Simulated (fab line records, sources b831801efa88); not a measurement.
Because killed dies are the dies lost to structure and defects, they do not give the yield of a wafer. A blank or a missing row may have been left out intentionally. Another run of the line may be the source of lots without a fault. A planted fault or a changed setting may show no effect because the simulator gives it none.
One fault through the eyes of 2 desks :: flow sky130 :: every desk sees just its own numbers, and what lay behind them comes last

== FOR THE TOOL OWNER'S DESK: rieDiel-02 ==
The tool's own readings at SKY_FIELD_ISO_ETCH_14 (etches BARC in N2/H2, stops on SiO2, time 45.9 s, target depth 60 nm): means of the sampled wafers that have a number, for each lot that ran on this tool. A lot is out of limits, marked OUT, if its mean lies more than 4 standard deviations from the usual mean; the brackets give that distance.
Columns: A = drypumpMotorCurrentA at SKY_FIELD_ISO_ETCH_14, usual 5.5 A; B = oesProductAu at SKY_FIELD_ISO_ETCH_14, usual 0.854 a.u.; C = runLengthS at SKY_FIELD_ISO_ETCH_14, usual 74.0 s; D = throttleValvePct at SKY_FIELD_ISO_ETCH_14, usual 13.222 %
lot: L939
first seen here: day 3 01:48
A: 5.3
B: 0.856
C: 74.2
D: 13.213

lot: L940
first seen here: day 3 06:44
A: 5.1
B: 0.845
C: 75.2
D: 13.216

lot: L958
first seen here: day 7 04:18
A: 4.9
B: 0.853
C: 74.8
D: 13.226
This desk's verdict: no lot among the 3 shows anything out of limits.

== METROLOGY DESK ==
Means of the sampled wafers that have a number, per lot and without regard to the tool the lot ran on: this is what the gauges read. A lot is out of limits, marked OUT, if its mean lies more than 4 standard deviations from the usual mean; the brackets give that distance.
Columns: A = FIELD_ISO_OXIDATION_00_THK at SKY_FIELD_ISO_THK_MEAS_02, usual 12.06 nm; B = NWELL_01_OVL at SKY_NWELL_OVL_MEAS_23, usual 0.5 nm
lot: L935
first seen here: day 1 13:48
A: 12.20
B: 1.7

lot: L939
first seen here: day 2 07:38
A: 12.09
B: 0.4

lot: L940
first seen here: day 2 13:22
A: 12.12
B: 2.6

lot: L941
first seen here: day 2 18:55
A: 12.07
B: -1.0

lot: L942
first seen here: day 2 22:59
A: 12.21
B: 1.4

lot: L949
first seen here: day 4 09:47
A: 12.14
B: 2.8

lot: L950
first seen here: day 4 14:38
A: 11.84
B: -0.8

lot: L952
first seen here: day 5 00:59
A: 11.59
B: 1.4

lot: L953
first seen here: day 5 05:38
A: 12.20
B: 0.8

lot: L955
first seen here: day 5 16:49
A: 12.21
B: 1.4

lot: L956
first seen here: day 5 21:15
A: 12.31
B: 1.6

lot: L958
first seen here: day 6 07:29
A: 12.07
B: -0.2
This desk's verdict: no lot among the 12 shows anything out of limits.

== ALL TOGETHER ==
Nothing out of limits was seen by the tool owner's desk.
The metrology desk saw nothing out of limits.

== WHAT THE SIMULATOR HAD INSERTED ==
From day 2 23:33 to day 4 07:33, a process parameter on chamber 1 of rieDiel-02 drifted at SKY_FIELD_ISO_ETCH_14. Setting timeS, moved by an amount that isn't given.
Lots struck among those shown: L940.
